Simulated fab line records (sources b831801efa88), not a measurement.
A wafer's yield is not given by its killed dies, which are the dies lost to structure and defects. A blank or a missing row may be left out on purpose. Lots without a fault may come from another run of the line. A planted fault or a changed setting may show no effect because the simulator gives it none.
fab line records	flow sky130
[record] lots = 6	wafers = 18	last-day = 49
route steps=708 shown SONOS_ONO@174 GATE_OXIDE@187 POLY_GATE@204 RES_PROTECT@206 PAD_OPEN@708
lots that met no fault: taken from a fault-free run of the same line
start-h: hours from the record's opening day to when the first of the lot's shown wafers began	wait-h: hours from the lot's prior step to this one	" as in the row above	L1.1+2: one row covering several wafers at once	- no value, or no start given	* or withheld: withheld	< > ~ a bound
route shown NAME@n: a module of which the file shows steps, and the number in the route of the first	usual: average and standard deviation across the fault-free wafers	same: alike in all rows	chamber/n: place in a boat	sites: each site's reading	_std_site: the values' standard deviation	_edge_site: inner sites' mean taken away from outer sites' mean	radius-mm: for every site, how far away it sits from the centre of the wafer	mask NAME#n: copy n	behind: the tool/chamber that last shaped the wafer	hold: the reason the lot was held/the length of the hold in hours/how it ended	device: the transistor (n, p or np) that didn't switch	end of line: the same wafers' tests at the end of the route	a step without rows: its recipe alone	killed: count of dies lost to structure and defects at first sort (not the wafer's yield)	map: dies across one wafer; x = killed, . = not, _ = none there
set.NAME: the setting the step ran with; set.NAME@STEP: the setting that earlier step ran with	model.NAME: the simulator's own value behind a step, which no gauge read
lots seen at some steps along the route; tables by step, rows by wafer
services: a tool's chamber out of use, with start hour (start-h, from the record's first day; less than 0 if before it), hours out, and reason
[[steps]]
[step SKY_SONOS_ONO_DEHYDRATE_06]
[recipe] temp-c = 200	time-s = 60
[step SKY_SONOS_ONO_HMDS_07]
[recipe] prime-time-s = 60	prime-temp-c = 120
[step SKY_SONOS_ONO_COAT_08]
[recipe] resist = NOVOLAK	spin-rpm = 3000	resist-thk-nm = 1140
[step SKY_SONOS_ONO_SOFTBAKE_09]
[recipe] temp-c = 90	time-s = 60	resist = NOVOLAK
[step SKY_SONOS_ONO_EXPOSE_10]
[recipe] mask-id = ONOM	target-cd-nm = 410	na = 0.6	source-shape = conventional	sigma-outer = 0.6	dose-mj = 150
[step SKY_SONOS_ONO_PEB_11]
[recipe] temp-c = withheld	time-s = *	resist = NOVOLAK
[step SKY_SONOS_ONO_DEVELOP_12]
[recipe] develop-time-s = 60	dev-temp-c = 23
[step SKY_SONOS_ONO_CD_MEAS_13]
[recipe] target-cd-nm = 410
[usual] cd-nm = 410.1/2
lot.wafer	tool	chamber	start-h	wait-h	cd-nm
L394.2	cd-sem-02	-	286.30	0.2	409.1
L394.4	"	-	"	"	411.5
L394.6	"	-	"	"	412.8
L395.4	cd-sem-02	-	295.13	0.1	413.2
L395.5	"	-	"	"	410.6
L395.6	"	-	"	"	410.5
L397.1	cd-sem-01	-	314.86	0.1	407.4
L397.3	"	-	"	"	409.6
L397.5	"	-	"	"	410.2
L402.2	cd-sem-01	-	345.45	0.1	413.1
L402.3	"	-	"	"	410.4
L402.5	"	-	"	"	411.6
L405.2	cd-sem-02	-	372.85	0.1	410.6
L405.3	"	-	"	"	410.2
L405.4	"	-	"	"	410.9
L410.3	cd-sem-01	-	407.26	0.1	409.4
L410.4	"	-	"	"	411.3
L410.6	"	-	"	"	410.3
[step SKY_SONOS_ONO_OVL_MEAS_14]
[usual] SONOS_ONO_OVL = 0.0/1.4
lot.wafer	tool	chamber	start-h	wait-h	SONOS_ONO_OVL[nm]
L394.2	overlay-02	-	286.41	0.1	-1.2
L394.4	"	-	"	"	-1.4
L394.6	"	-	"	"	-1.1
L395.4	overlay-02	-	295.21	0.1	-0.5
L395.5	"	-	"	"	-0.2
L395.6	"	-	"	"	-3.1
L397.1	overlay-02	-	314.98	0.1	0.6
L397.3	"	-	"	"	1.6
L397.5	"	-	"	"	2.3
L402.2	overlay-01	-	345.56	0.1	-0.5
L402.3	"	-	"	"	-2.3
L402.5	"	-	"	"	-2.0
L405.2	overlay-02	-	372.96	0.1	-1.7
L405.3	"	-	"	"	0.1
L405.4	"	-	"	"	-2.5
L410.3	overlay-02	-	407.35	0.1	2.6
L410.4	"	-	"	"	2.8
L410.6	"	-	"	"	0.3
[step SKY_SONOS_ONO_ETCH_15]
[recipe] target-depth-nm = 19.52	chemistry = CHF3/O2	source-w = 600	bias-w = 200	pressure-mtorr = 40	chf3-flow-sccm = 50	O2_flow_sccm = 5	time-s = 7.8
[usual] O2_flow_sccm = 4.997/0.014	drypump-motor-current-A = 5.8/0.47	oes-product-au = 0.998/0.0099	throttle-valve-pct = 8.824/0.0089
lot.wafer	tool	chamber	start-h	wait-h	O2_flow_sccm	drypump-motor-current-A	oes-product-au	rf-hours-counter-h	throttle-valve-pct
L394.2	rie-diel-02	0	286.44	0.0	5.001	6.2	0.992	49	8.815
L394.4	"	3	"	"	4.999	6.3	1.006	50	8.825
L394.6	"	3	"	"	5.010	6.3	0.998	-	8.826
L395.4	rie-diel-02	2	295.23	0.0	4.995	4.9	0.998	109	8.826
L395.5	"	1	"	"	5.016	6.7	0.998	-	8.820
L395.6	"	2	"	"	5.001	4.9	1.006	-	8.826
L397.1	rie-diel-04	1	315.02	0.0	4.995	5.4	0.991	115	8.832
L397.3	"	0	"	"	4.991	5.9	1.019	70	8.823
L397.5	"	0	"	"	4.989	5.9	1.008	-	8.823
L402.2	rie-diel-03	2	345.59	0.0	4.973	5.4	0.998	3	8.813
L402.3	"	0	"	"	5.002	5.6	0.999	15	8.831
L402.5	"	2	"	"	4.972	5.4	0.982	-	8.815
L405.2	rie-diel-04	0	372.99	0.0	5.032	5.9	0.994	71	8.815
L405.3	"	3	"	"	4.988	5.7	0.987	2	8.822
L405.4	"	3	"	"	4.984	5.7	0.983	-	8.814
L410.3	rie-diel-03	0	407.38	0.0	5.024	5.7	0.992	16	8.832
L410.4	"	2	"	"	5.001	5.4	0.988	4	8.823
L410.6	"	0	"	"	5.018	5.7	0.997	-	8.828
[step SKY_SONOS_ONO_WET_ETCH_16]
[recipe] chemistry = dHF	target-depth-nm = 14	dry = n2-spin	target = SiO2	dilution = 100:1	temp-c = 26.11	time-s = 280
[step SKY_SONOS_ONO_STRIP_17]
[recipe] chemistry = O2/N2	power-w = 1400	pressure-mtorr = 1500	platen-temp-c = withheld	o2-flow-sccm = 3000	n2-flow-sccm = 300	overash-fraction = 0.5
[usual] drypump-motor-current-A = 5.77/0.29	oes-product-au = 0.709/0.0045	strip-time-to-endpoint-s = 14.08/0.045
lot.wafer	tool	chamber	start-h	wait-h	drypump-motor-current-A	oes-product-au	rf-hours-counter-h	strip-time-to-endpoint-s
L394.2	plasma-asher-04	0	286.55	0.0	5.58	0.708	61	14.06
L394.4	"	0	"	"	5.56	0.715	-	14.05
L394.6	"	1	"	"	5.99	0.709	-	14.10
L395.4	plasma-asher-04	0	295.37	0.0	5.58	0.710	-	14.04
L395.5	"	0	"	"	5.58	0.707	-	14.07
L395.6	"	1	"	"	5.98	0.716	-	14.01
L397.1	plasma-asher-02	0	315.13	0.0	5.33	0.701	51	14.10
L397.3	"	0	"	"	5.33	0.705	-	14.09
L397.5	"	1	"	"	6.13	0.706	-	14.05
L402.2	plasma-asher-02	0	345.69	0.0	5.32	0.713	53	14.07
L402.3	"	0	"	"	5.30	0.708	-	14.03
L402.5	"	0	"	"	5.32	0.713	-	14.06
L405.2	plasma-asher-02	1	373.09	0.0	6.18	0.707	56	14.12
L405.3	"	0	"	"	5.32	0.706	-	14.12
L405.4	"	1	"	"	6.19	0.710	-	14.16
L410.3	plasma-asher-04	1	407.52	0.0	6.00	0.713	-	14.12
L410.4	"	0	"	"	5.60	0.701	-	14.12
L410.6	"	0	"	"	5.61	0.709	-	14.10
[step SKY_SONOS_ONO_WET_ETCH_18]
[recipe] chemistry = H3PO4	target-depth-nm = 15	target = Si3N4	temp-c = 160	time-s = 172
lot.wafer	tool	chamber	start-h	wait-h
L394.2+4+6	wet-bench-02	3	286.65	0.1
L395.4+5+6	wet-bench-04	1	295.44	0.0
L397.1+3+5	wet-bench-02	1	315.23	0.1
L402.2+3+5	wet-bench-03	3	345.79	0.1
L405.2+3+4	wet-bench-02	3	373.19	0.1
L410.3+4+6	wet-bench-02	2	407.59	0.0
[step SKY_GATE_OXIDE_CLEAN_00]
[recipe] chemistry = SC1/SC2	mix = 1:4:20	temp-c = 70	time-s = 150	dry = n2-spin
[step SKY_GATE_OXIDE_OXIDATION_01]
[recipe] temp-c = 900	ambient = O2	stabilise-s = 600	purge-s = 300	target-thk-a = 102.68	ox-time-s = 1473
[step SKY_GATE_OXIDE_THK_MEAS_02]
[recipe] reads = SiO2_of_GATE_OXIDE_OXIDATION_01
[usual] GATE_OXIDE_OXIDATION_00_THK = 10.22/0.23
lot.wafer	tool	chamber	start-h	wait-h	GATE_OXIDE_OXIDATION_00_THK[nm]
L394.2	film-metro-02	-	291.07	0.0	9.96
L394.4	"	-	"	"	9.97
L394.6	"	-	"	"	9.98
L395.4	film-metro-02	-	298.02	0.0	9.96
L395.5	"	-	"	"	9.92
L395.6	"	-	"	"	10.06
L397.1	film-metro-01	-	317.87	0.0	10.03
L397.3	"	-	"	"	10.17
L397.5	"	-	"	"	10.07
L402.2	film-metro-04	-	353.34	0.0	9.75
L402.3	"	-	"	"	9.65
L402.5	"	-	"	"	9.75
L405.2	film-metro-01	-	378.37	0.1	10.14
L405.3	"	-	"	"	10.12
L405.4	"	-	"	"	10.02
L410.3	film-metro-02	-	414.59	0.0	10.30
L410.4	"	-	"	"	10.32
L410.6	"	-	"	"	10.26
[step SKY_GATE_OXIDE_DEHYDRATE_03]
[recipe] temp-c = 200	time-s = 60
[step SKY_GATE_OXIDE_HMDS_04]
[recipe] prime-time-s = 60	prime-temp-c = 120
[step SKY_GATE_OXIDE_COAT_05]
[recipe] resist = NOVOLAK	spin-rpm = 3000	resist-thk-nm = 1140
[step SKY_GATE_OXIDE_SOFTBAKE_06]
[recipe] temp-c = 90	time-s = 60	resist = NOVOLAK
[step SKY_GATE_OXIDE_EXPOSE_07]
[recipe] mask-id = LVOM	na = 0.6	source-shape = conventional	sigma-outer = 0.6	polarization = unpolarized	target-cd-nm = 600	dose-mj = 168.2
[step SKY_GATE_OXIDE_PEB_08]
[recipe] temp-c = withheld	time-s = *	resist = NOVOLAK
[step SKY_GATE_OXIDE_DEVELOP_09]
[recipe] resist = NOVOLAK	developer = TMAH	develop-time-s = 60	dev-temp-c = 23
[step SKY_GATE_OXIDE_OVL_MEAS_10]
[usual] GATE_OXIDE_OVL = 0.5/1.4
lot.wafer	tool	chamber	start-h	wait-h	GATE_OXIDE_OVL[nm]
L394.2	overlay-01	-	316.53	0.1	1.9
L394.4	"	-	"	"	0.2
L394.6	"	-	"	"	1.9
L395.4	overlay-02	-	323.44	0.1	-2.5
L395.5	"	-	"	"	-1.9
L395.6	"	-	"	"	-2.2
L397.1	overlay-02	-	343.97	0.1	2.3
L397.3	"	-	"	"	-0.5
L397.5	"	-	"	"	0.7
L402.2	overlay-01	-	380.17	0.1	-0.4
L402.3	"	-	"	"	-0.7
L402.5	"	-	"	"	0.2
L405.2	overlay-01	-	406.87	0.1	-0.2
L405.3	"	-	"	"	-0.5
L405.4	"	-	"	"	-0.9
L410.3	overlay-02	-	444.13	0.1	1.3
L410.4	"	-	"	"	1.3
L410.6	"	-	"	"	0.0
[step SKY_GATE_OXIDE_IMPLANT_11]
[recipe] species = B	energy-kev = 10	dose-cm2 = 2.6e+12	tilt-deg = withheld
[step SKY_GATE_OXIDE_WET_ETCH_12]
[recipe] chemistry = dHF	target-depth-nm = 16.8	dry = n2-spin	target = SiO2	dilution = 100:1	temp-c = 25	time-s = 336
[step SKY_GATE_OXIDE_STRIP_13]
[recipe] chemistry = O2/N2	power-w = 1400	pressure-mtorr = 1500	platen-temp-c = withheld	o2-flow-sccm = 3000	n2-flow-sccm = 300	overash-fraction = 0.5
[usual] drypump-motor-current-A = 5.74/0.25	oes-product-au = 0.716/0.004	strip-time-to-endpoint-s = 14.16/0.039
lot.wafer	tool	chamber	start-h	wait-h	drypump-motor-current-A	oes-product-au	rf-hours-counter-h	strip-time-to-endpoint-s
L394.2	plasma-asher-01	1	316.82	0.0	5.69	0.717	61	14.24
L394.4	"	1	"	"	5.69	0.714	-	14.20
L394.6	"	1	"	"	5.71	0.722	-	14.20
L395.4	plasma-asher-04	0	323.74	0.0	5.59	0.715	-	14.13
L395.5	"	1	"	"	5.98	0.720	-	14.16
L395.6	"	0	"	"	5.57	0.714	-	14.14
L397.1	plasma-asher-03	0	344.26	0.0	6.01	0.711	20	14.14
L397.3	"	0	"	"	5.98	0.723	-	14.18
L397.5	"	0	"	"	6.05	0.714	-	14.13
L402.2	plasma-asher-03	1	380.46	0.0	5.28	0.721	23	14.23
L402.3	"	1	"	"	5.28	0.719	-	14.20
L402.5	"	0	"	"	6.05	0.714	-	14.18
L405.2	plasma-asher-01	0	407.16	0.0	5.84	0.716	70	14.15
L405.3	"	1	"	"	5.68	0.712	-	14.10
L405.4	"	0	"	"	5.84	0.711	-	14.15
L410.3	plasma-asher-03	1	444.44	0.0	5.28	0.717	-	14.12
L410.4	"	0	"	"	6.05	0.717	-	14.18
L410.6	"	0	"	"	6.06	0.712	-	14.16
[step SKY_GATE_OXIDE_TW_MEAS_14]
[usual] GATE_OXIDE_TW = 222.0/1.6
lot.wafer	tool	chamber	start-h	wait-h	GATE_OXIDE_TW
L394.2	film-metro-01	-	316.93	0.1	221.6
L394.4	"	-	"	"	222.4
L394.6	"	-	"	"	222.3
L395.4	film-metro-02	-	323.84	0.1	221.1
L395.5	"	-	"	"	221.9
L395.6	"	-	"	"	222.1
L397.1	film-metro-01	-	344.36	0.1	223.6
L397.3	"	-	"	"	224.2
L397.5	"	-	"	"	223.0
L402.2	film-metro-02	-	380.57	0.1	222.8
L402.3	"	-	"	"	222.7
L402.5	"	-	"	"	222.1
L405.2	film-metro-04	-	407.27	0.1	221.0
L405.3	"	-	"	"	221.8
L405.4	"	-	"	"	221.6
L410.3	film-metro-04	-	444.53	0.1	218.5
L410.4	"	-	"	"	220.8
L410.6	"	-	"	"	220.2
[step SKY_GATE_OXIDE_CLEAN_15]
[recipe] chemistry = SC1/SC2	mix = 1:4:20	temp-c = 70	time-s = 150	dry = n2-spin
[step SKY_GATE_OXIDE_OXIDATION_16]
[recipe] temp-c = 800	ambient = O2	idle-temp-c = 700	ramp-up-c-per-min = 10	ramp-down-c-per-min = 3	stabilise-s = 600	purge-s = 300	target-thk-a = 35.7	ox-time-s = 1915
[step SKY_POLY_GATE_CVD_00]
[recipe] material = poly-Si	target-thk-nm = 180	temp-c = 620	time-s = 720	pressure-mtorr = 200
[step SKY_POLY_GATE_THK_MEAS_01]
[recipe] reads = poly-Si_of_POLY_GATE_CVD_00
[usual] POLY_GATE_CVD_00_THK = 179.7/1.9
lot.wafer	tool	chamber	start-h	wait-h	POLY_GATE_CVD_00_THK[nm]
L394.2	film-metro-04	-	345.88	0.0	181.5
L394.4	"	-	"	"	181.0
L394.6	"	-	"	"	180.5
L395.4	film-metro-03	-	345.90	0.0	180.3
L395.5	"	-	"	"	180.3
L395.6	"	-	"	"	179.8
L397.1	film-metro-03	-	351.61	0.0	182.3
L397.3	"	-	"	"	182.4
L397.5	"	-	"	"	182.4
L402.2	film-metro-04	-	386.74	0.0	179.2
L402.3	"	-	"	"	178.6
L402.5	"	-	"	"	178.3
L405.2	film-metro-01	-	418.32	0.0	179.7
L405.3	"	-	"	"	178.2
L405.4	"	-	"	"	179.1
L410.3	film-metro-04	-	447.91	0.0	178.6
L410.4	"	-	"	"	177.6
L410.6	"	-	"	"	178.8
[step SKY_RES_PROTECT_DEHYDRATE_00]
[recipe] temp-c = 200	time-s = 60
[step SKY_RES_PROTECT_HMDS_01]
[recipe] prime-time-s = 60	prime-temp-c = 120
[step SKY_RES_PROTECT_COAT_02]
[recipe] resist = NOVOLAK	spin-rpm = 3000	resist-thk-nm = 1140
[step SKY_RES_PROTECT_SOFTBAKE_03]
[recipe] temp-c = 90	time-s = 60	resist = NOVOLAK
[step SKY_RES_PROTECT_EXPOSE_04]
[recipe] mask-id = RPM	na = 0.6	source-shape = conventional	sigma-outer = 0.6	polarization = unpolarized	target-cd-nm = 1270	dose-mj = 131
[step SKY_RES_PROTECT_PEB_05]
[recipe] temp-c = withheld	time-s = *	resist = NOVOLAK
[step SKY_RES_PROTECT_DEVELOP_06]
[recipe] resist = NOVOLAK	developer = TMAH	develop-time-s = 60	dev-temp-c = 23
[step SKY_POLY_GATE_IMPLANT_02]
[recipe] species = P	energy-kev = 30	dose-cm2 = 7.7e+15	tilt-deg = 0
[step SKY_RES_PROTECT_STRIP_07]
[recipe] chemistry = O2/N2	power-w = 1400	pressure-mtorr = 1500	platen-temp-c = withheld	o2-flow-sccm = 3000	n2-flow-sccm = 300	overash-fraction = 0.5
[usual] drypump-motor-current-A = 5.7/0.35	oes-product-au = 0.517/0.0047	strip-time-to-endpoint-s = 23.27/0.038
lot.wafer	tool	chamber	start-h	wait-h	drypump-motor-current-A	oes-product-au	rf-hours-counter-h	strip-time-to-endpoint-s
L394.2	plasma-asher-02	0	372.38	0.1	5.3	0.520	56	23.32
L394.4	"	1	"	"	6.2	0.512	-	23.29
L394.6	"	1	"	"	6.2	0.510	-	23.32
L395.4	plasma-asher-01	1	372.75	0.1	5.7	0.517	-	23.21
L395.5	"	1	"	"	5.7	0.510	-	23.18
L395.6	"	0	"	"	5.8	0.516	-	23.22
L397.1	plasma-asher-02	0	378.22	0.1	5.3	0.515	57	23.30
L397.3	"	1	"	"	6.2	0.521	-	23.30
L397.5	"	1	"	"	6.2	0.523	-	23.31
L402.2	plasma-asher-01	0	416.17	0.1	5.8	0.519	71	23.26
L402.3	"	0	"	"	5.8	0.517	-	23.24
L402.5	"	0	"	"	5.9	0.519	-	23.22
L405.2	plasma-asher-03	1	448.48	0.1	5.3	0.519	30	23.29
L405.3	"	1	"	"	5.3	0.518	-	23.24
L405.4	"	0	"	"	6.0	0.526	-	23.24
L410.3	plasma-asher-02	1	478.16	0.1	6.1	0.508	-	23.26
L410.4	"	0	"	"	5.3	0.512	-	23.29
L410.6	"	1	"	"	6.2	0.513	-	23.27
[step SKY_RES_PROTECT_TW_MEAS_08]
[usual] POLY_GATE_TW = 3991/22
lot.wafer	tool	chamber	start-h	wait-h	POLY_GATE_TW
L394.2	film-metro-03	-	372.49	0.1	4008
L394.4	"	-	"	"	4006
L394.6	"	-	"	"	4009
L395.4	film-metro-02	-	372.85	0.1	3987
L395.5	"	-	"	"	3968
L395.6	"	-	"	"	3985
L397.1	film-metro-03	-	378.32	0.1	4018
L397.3	"	-	"	"	4042
L397.5	"	-	"	"	4018
L402.2	film-metro-04	-	416.28	0.1	3967
L402.3	"	-	"	"	3960
L402.5	"	-	"	"	3970
L405.2	film-metro-02	-	448.59	0.1	3977
L405.3	"	-	"	"	3977
L405.4	"	-	"	"	3990
L410.3	film-metro-02	-	478.25	0.1	3974
L410.4	"	-	"	"	3999
L410.6	"	-	"	"	3990
[step SKY_PAD_OPEN_PROBE_99]
[usual] killed_at_M0_to_M3 = 42/6.6	killed_at_M4_up = 3.0/1.7	killed-at-contacts = 24/5.3	killed-at-front-end = 15/4.5	killed-at-other = 0.2/0.49	killed-dies = 83/9	killed-open = 45/6.9	killed-short = 38/5.8
[same] gross-dies = 492	killed-at-back-side = 0
lot.wafer	tool	chamber	start-h	wait-h	killed_at_M0_to_M3	killed_at_M4_up	killed-at-contacts	killed-at-front-end	killed-at-other	killed-dies	killed-open	killed-short
L395.4	prober-01	-	1113.41	0.2	31	1	24	15	0	71	41	30
L395.5	prober-01	-	1113.46	0.2	38	1	21	13	1	74	28	46
L395.6	prober-01	-	1113.51	0.2	35	6	23	8	0	72	36	36
L394.2	prober-02	-	1114.81	0.1	34	0	23	24	0	81	43	38
L394.4	prober-02	-	1114.91	0.2	43	3	31	15	0	92	52	40
L394.6	prober-02	-	1115.01	0.2	35	0	19	21	1	76	41	35
L397.1	prober-02	-	1116.58	0.3	52	2	36	5	0	95	51	44
L397.3	prober-02	-	1116.68	0.3	45	3	24	19	0	91	47	44
L397.5	prober-02	-	1116.78	0.4	45	1	26	17	0	89	49	40
L402.2	prober-01	-	1131.98	0.1	36	5	24	19	0	84	48	36
L402.3	prober-01	-	1132.03	0.2	32	1	19	14	0	66	40	26
L402.5	prober-01	-	1132.13	0.2	33	2	21	20	0	76	44	32
L405.2	prober-02	-	1151.66	0.1	50	2	18	58	0	128	45	45
L405.3	prober-02	-	1151.71	0.2	46	7	19	48	0	120	50	32
L405.4	prober-02	-	1151.76	0.2	52	1	17	52	0	122	55	32
L410.3	prober-01	-	1168.54	0.2	49	2	30	85	0	166	59	44
L410.4	prober-01	-	1168.59	0.2	46	2	24	79	1	152	56	36
L410.6	prober-01	-	1168.69	0.2	39	1	24	76	1	141	41	33
// killed by level:class
L395.4 VIA1:geometric-particle:open=10 CONTACT:geometric-particle:open=7 FIELD_ISO:geometric-particle:short=6 POLY_GATE:geometric-particle:open=6 LI_CONTACT:geometric-particle:open=6 LOCAL_INTERCONNECT:geometric-particle:short=6 VIA2:geometric-particle:open=6 CONTACT:geometric-particle:short=5
L395.5 METAL1:geometric-particle:short=8 FIELD_ISO:geometric-particle:short=7 LI_CONTACT:geometric-particle:open=6 VIA1:geometric-particle:open=6 METAL2:geometric-particle:short=5 CONTACT:geometric-particle:short=5 CONTACT:geometric-particle:open=5 VIA3:geometric-particle:open=5
L395.6 CONTACT:geometric-particle:open=9 METAL1:geometric-particle:short=7 LI_CONTACT:geometric-particle:open=6 VIA2:geometric-particle:open=6 VIA3:geometric-particle:open=6 METAL4:geometric-particle:short=5 CONTACT:geometric-particle:short=5 VIA1:geometric-particle:open=4
L394.2 CONTACT:geometric-particle:open=9 VIA2:geometric-particle:open=8 FIELD_ISO:geometric-particle:short=7 METAL1:geometric-particle:short=7 POLY_GATE:geometric-particle:short=6 FIELD_ISO:geometric-particle:open=5 CONTACT:geometric-particle:short=5 VIA3:geometric-particle:open=5
L394.4 CONTACT:geometric-particle:open=12 VIA1:geometric-particle:open=8 LOCAL_INTERCONNECT:geometric-particle:short=8 METAL1:geometric-particle:short=7 VIA2:geometric-particle:short=6 LI_CONTACT:geometric-particle:open=6 VIA2:geometric-particle:open=6 FIELD_ISO:geometric-particle:open=5
L394.6 VIA2:geometric-particle:open=9 CONTACT:geometric-particle:open=8 VIA1:geometric-particle:open=8 POLY_GATE:geometric-particle:short=7 FIELD_ISO:geometric-particle:short=4 POLY_GATE:geometric-particle:open=4 LI_CONTACT:geometric-particle:open=4 METAL1:geometric-particle:short=4
L397.1 LI_CONTACT:geometric-particle:open=14 METAL1:geometric-particle:short=11 CONTACT:geometric-particle:open=10 METAL2:geometric-particle:short=7 VIA3:geometric-particle:open=7 METAL1:geometric-particle:open=5 VIA1:geometric-particle:short=5 VIA1:geometric-particle:open=5
L397.3 VIA1:geometric-particle:open=9 CONTACT:geometric-particle:open=8 VIA3:geometric-particle:open=8 METAL1:geometric-particle:short=7 FIELD_ISO:geometric-particle:short=5 POLY_GATE:geometric-particle:open=5 CONTACT:geometric-particle:short=5 VIA1:geometric-particle:short=5
L397.5 CONTACT:geometric-particle:open=9 METAL1:geometric-particle:short=9 VIA1:geometric-particle:open=8 LI_CONTACT:geometric-particle:open=7 METAL2:geometric-particle:short=7 VIA2:geometric-particle:open=7 LOCAL_INTERCONNECT:geometric-particle:short=6 FIELD_ISO:geometric-particle:open=4
L402.2 VIA1:geometric-particle:open=9 FIELD_ISO:geometric-particle:open=8 LI_CONTACT:geometric-particle:open=7 POLY_GATE:geometric-particle:short=6 VIA3:geometric-particle:open=6 CONTACT:geometric-particle:short=5 CONTACT:geometric-particle:open=5 METAL1:geometric-particle:short=4
L402.3 VIA1:geometric-particle:open=11 CONTACT:geometric-particle:open=8 POLY_GATE:geometric-particle:short=6 VIA2:geometric-particle:open=6 LI_CONTACT:geometric-particle:open=5 CONTACT:geometric-particle:short=5 METAL1:geometric-particle:short=5 POLY_GATE:geometric-particle:open=3
L402.5 VIA1:geometric-particle:open=13 CONTACT:geometric-particle:open=9 FIELD_ISO:geometric-particle:open=5 FIELD_ISO:geometric-particle:short=5 POLY_GATE:geometric-particle:short=5 LI_CONTACT:geometric-particle:open=4 VIA2:geometric-particle:open=4 LI_CONTACT:geometric-particle:short=3
L405.2 SONOS_ONO:unspecified=38 VIA1:geometric-particle:open=10 FIELD_ISO:geometric-particle:short=9 CONTACT:geometric-particle:open=9 METAL1:geometric-particle:short=8 VIA2:geometric-particle:open=7 VIA3:geometric-particle:open=7 POLY_GATE:geometric-particle:short=6
L405.3 SONOS_ONO:unspecified=38 VIA1:geometric-particle:open=12 VIA3:geometric-particle:open=8 VIA2:geometric-particle:open=7 CONTACT:geometric-particle:open=6 POLY_GATE:geometric-particle:open=4 LOCAL_INTERCONNECT:geometric-particle:short=4 CONTACT:geometric-particle:short=4
L405.4 SONOS_ONO:unspecified=35 VIA1:geometric-particle:open=16 CONTACT:geometric-particle:open=9 VIA2:geometric-particle:open=6 FIELD_ISO:geometric-particle:open=5 POLY_GATE:geometric-particle:short=5 METAL2:geometric-particle:short=5 VIA3:geometric-particle:open=4
L410.3 SONOS_ONO:unspecified=63 LI_CONTACT:geometric-particle:open=13 VIA1:geometric-particle:open=11 METAL2:geometric-particle:short=9 VIA2:geometric-particle:open=8 POLY_GATE:geometric-particle:open=7 POLY_GATE:geometric-particle:short=6 LOCAL_INTERCONNECT:geometric-particle:short=6
L410.4 SONOS_ONO:unspecified=60 CONTACT:geometric-particle:open=14 VIA1:geometric-particle:open=12 METAL1:geometric-particle:short=7 METAL2:geometric-particle:short=7 VIA3:geometric-particle:open=7 FIELD_ISO:geometric-particle:open=5 POLY_GATE:geometric-particle:open=5
L410.6 SONOS_ONO:unspecified=66 LI_CONTACT:geometric-particle:open=9 VIA1:geometric-particle:open=7 CONTACT:geometric-particle:open=7 METAL1:geometric-particle:short=7 VIA2:geometric-particle:open=7 CONTACT:geometric-particle:short=5 VIA1:geometric-particle:short=5
// map L405.2 (x killed, . not)
__________x....x...._________
________...x.x.....x.._______
______xx...x...x........_____
_____xxx.........x.......____
____.x...........x........___
___..........x.........x..x__
__...x....x.x..........x...x_
_xx.xx.......xxxx...x........
_xxx..................x....x.
_xxxxx......x.x.x...x..x.x.x.
_xxxxxx........x..x...x......
_xxxxxx..x.xx........xx.x...x
_xxxxx.xxx.x...x.....x.......
_xxxxxx.x..x.x.....xx.....xx.
_xxxx.x...x..x.x..x..........
__..x....x........x...x....._
___.........xx.......xx....__
____x...x........x......x.___
_____.x..x...........x...____
______.......x..x......._____
________x..xx.....x..._______
__________xx..x....._________
// map L410.3 (x killed, . not)
__________.xxxxxxx.._________
________.xxxxxxxxx...x_______
______..xxxxxxxxxx.x...._____
_____...x.xxxxxxxxxx...x.____
____.....xxxxxxxxxx.......___
___.x.x.xxxxxxxxxxx..x.x...__
__.x....x.xxxxxxxx.x........_
_.....xx.....xxxx..xxx.......
_x..x.....x..xxx.....x...x...
_...............x.....x..x.x.
_x..x..x...xx..x.x....x....x.
_x.x.xx.x.....x.......xxx...x
_.....x..xx...x...x.....x...x
_...xx..xx...x.......x.xxx..x
_x........x.x.xx.....xx......
__.......x.x......x...x....._
___.x......xx..x.......x...__
____.x.x....x.x...x.......___
_____........x...........____
______.xx...x...x....x.._____
________x.....x.x....x_______
__________..x.x....._________
[[services]]
tool	chamber	start-h	hours	kind
plasma-asher-03	-	275.73	1.2	repair
rie-diel-04	3	281.23	6.4	repair
rie-diel-03	2	287.25	5.6	repair
rie-diel-04	2	291.55	2.7	repair
rie-diel-02	0	305.22	3.9	repair
rie-diel-04	2	313.31	14.9	repair
rie-diel-04	0	348.14	4.9	repair
rie-diel-04	1	363.10	-	clean
rie-diel-04	1	363.10	20.3	scheduled-down
plasma-asher-04	-	371.99	1.5	repair
rie-diel-02	2	380.23	3.6	repair
rie-diel-04	3	386.34	8.9	repair
rie-diel-02	3	389.88	11.8	repair
rie-diel-03	-	402.97	0.5	repair
plasma-asher-01	-	421.25	9.0	pm
plasma-asher-01	0	421.25	9.0	vent-cycle
plasma-asher-01	1	421.25	9.0	vent-cycle
plasma-asher-04	-	421.81	2.0	repair
plasma-asher-01	0	430.25	-	clean
plasma-asher-01	1	430.25	-	clean
rie-diel-02	3	437.05	1.4	repair
rie-diel-04	2	443.44	5.8	repair
plasma-asher-02	-	448.25	2.8	pm
rie-diel-04	0	461.20	12.0	repair
[[key]]
[first-sign] step = SKY_PAD_OPEN_PROBE_99	reading = killed-at-front-end	direction = up	sigmas = 11	usual = 15	struck = 66
[effect] step = SKY_PAD_OPEN_PROBE_99	reading = killed-dies	direction = up	sigmas = 6.1	usual = 83	struck = 138
met-at SKY_SONOS_ONO_WET_ETCH_18
struck-wafers L405.2,L405.3,L405.4,L410.3,L410.4,L410.6
tester-left-out L405,L410
onset-between 315.23 373.19
also-fits time
[fault] kind = chamber-particle-source	tool = wet-bench-02	chamber = -	onset-h = 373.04	steps = SKY_SONOS_ONO_WET_ETCH_18	rate-per-visit-cm2 = 1.7861	end-h = 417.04
// tester-left-out: of these lots the tester's yield and bins aren't shown, on N5 and GAA mostly nor the transistor test; their killed dies are dies lost to structure and defects alone, not to doping, threshold or leakage, so they don't give the yield
